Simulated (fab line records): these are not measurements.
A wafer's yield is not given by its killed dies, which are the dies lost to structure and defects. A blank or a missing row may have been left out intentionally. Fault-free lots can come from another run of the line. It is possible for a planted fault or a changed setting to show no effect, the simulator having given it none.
Comparing a struck lot with a sound one -- flow gf180mcu -- 14 steps out of a route of 602
Sound: the wafers L185.1, L185.4, L185.6. Wafers L201.1, L201.5, L201.6 were the ones struck. Last of all comes the cause.
Each step with rows lists, per side, the tool, then ch with its chambers, then its first start. Under that, the readings that differ: sound wafers -- struck wafers -- difference of the means -- sigmas: that difference in standard deviations of wafers without a fault.
alike: a reading whose means differ by less than 2 such deviations, as well as words and numbers matching on both sides. not compared: withheld readings; readings where some wafer has no value; bounds like >300 that might hide an equal value; numbers whose values overlap and for which the record gives no deviation.
The two part at a step that has a row with sigmas, a row that says differs or no value, or rows on one side only. When numbers do not overlap yet have no deviation, they are printed without sigmas and do not part them. A reading missing from all wafers of one side parts the sides only when that side holds two or more wafers.

GF_V2_THK_MEAS_01:
  sound: film_metro-04 at day 20 16:16; struck: film_metro-01 at day 26 00:16
  alike: V2_CVD_00_THK
GF_V2_CVD_02: deposits SiO2 from TEOS, target thk 850 nm, time 94.851 s.
  sound on pecvd-02 ch 0,1,2, day 20 16:20; struck on pecvd-04 ch 0,1, day 26 00:19
  alike: heater_power_w
GF_V2_THK_MEAS_03:
  sound: film_metro-04 at day 20 16:24; struck: film_metro-04 at day 26 00:23
  alike: V2_CVD_02_THK
GF_V2_CMP_04: polishes SiO2.
  sound on cmp-02 ch 0,2,3, day 20 16:28; struck on cmp-02 ch 1,2, day 26 00:30
  alike: head_pressure_psi, motor_current_A, time_to_endpoint_s
GF_V2_BOW_MEAS_05:
  sound: film_metro-03 at day 20 16:46; struck: film_metro-03 at day 26 00:45
  alike: V2_BOW
then, 7 steps without rows for these wafers: GF_V2_DEHYDRATE_06 (time 60 s); GF_V2_HMDS_07 (prime time 60 s); GF_V2_COAT_08; GF_V2_COAT_09 (resist thk 1000 nm); GF_V2_SOFTBAKE_10 (time 60 s); GF_V2_EXPOSE_11 (exposes mask Via2, target cd 260 nm); GF_V2_PEB_12 (peb time 90 s).
GF_V2_DEVELOP_13: develop time 60 s.
  struck on litho_track-04, day 26 20:56; sound on litho_track-04 ch 0, day 21 16:17
  no value came back on the struck wafers for chill_plate_temp_C (C), develop_time_s (s), developer_temp_C (C); on the sound wafers chill_plate_temp_C (C) reads 22.93 23.08 23.06
reading,sound,struck,difference,sigmas
model.KrF_of_V2_COAT_09.thk_nm (nm),986.5 984.8 984.5,996.4 991 995.7,+9.1,
GF_V2_CD_MEAS_14: the cd target is 260 nm.
  sound: cd_sem-01 at day 21 16:26; struck: cd_sem-02 at day 26 21:05
reading,sound,struck,difference,sigmas
cd_nm (nm),260.7 260.5 260.8,- - -,no value on the struck wafers,

== WHERE THEY PART ==
Last at GF_V2_CD_MEAS_14 as far as this record goes, first at GF_V2_DEVELOP_13.

WHY: what had been put in by the simulator
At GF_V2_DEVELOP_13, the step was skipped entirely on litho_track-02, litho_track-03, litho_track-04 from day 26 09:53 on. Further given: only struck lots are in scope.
